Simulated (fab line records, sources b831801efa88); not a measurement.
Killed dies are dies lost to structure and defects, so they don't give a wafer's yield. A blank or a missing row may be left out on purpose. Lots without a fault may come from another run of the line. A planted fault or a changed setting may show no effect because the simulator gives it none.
Chamber matching | flow sky130 | SKY_VIA3_HDPCVD_00 on hdpcvd-01: 3 sister chambers
The step deposits SiO2, target thk 1635 nm, time 272.5 s. 6 wafers are shown with their chamber, then 8 later ones without.

WAFERS WITH THEIR CHAMBER
wafer  | chamber | run_length_s (s)
L706.6 | 0       | 299.6
L705.3 | 1       | 299.9
L705.5 | 1       | 300.3
L722.2 | 0       | 299.5
L722.4 | 2       | 300.6
L723.4 | 2       | 300.5

WAFERS WITHOUT THEIR CHAMBER
wafer  | run_length_s (s)
L723.5 | 300.2
L723.6 | 300.2
L724.1 | 300.0
L724.3 | 300.4
L724.5 | 300.0
L725.1 | 300.7
L725.2 | 300.2
L725.5 | 300.5

WHICH CHAMBER EACH WENT THROUGH
wafer  | from the rows above     | in truth
L723.5 | can't be placed: 1 or 2 | 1
L723.6 | can't be placed: 1 or 2 | 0
L724.1 | 1                       | 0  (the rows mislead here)
L724.3 | can't be placed: 2 or 1 | 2
L724.5 | 1                       | 1
L725.1 | 2                       | 2
L725.2 | can't be placed: 1 or 2 | 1
L725.5 | 2                       | 2
Placed correctly: 3 of 8. Can't be placed from these rows: 4 (the true chamber is among the candidates in 3). Placed wrongly: 1.
How it was worked out, from the rows above alone: a wafer's distance from a chamber is the root of the sum, over the readings, of the square of ((its reading less the chamber's mean) divided by the reading's scatter). The wafer belongs to the nearest chamber; if the next one is less than 2 further off, it can't be placed. A chamber's mean is the mean of its shown wafers. The scatter: the root of (the sum of the squares of (reading less its chamber's mean) over the shown wafers, divided by (wafers less chambers)).
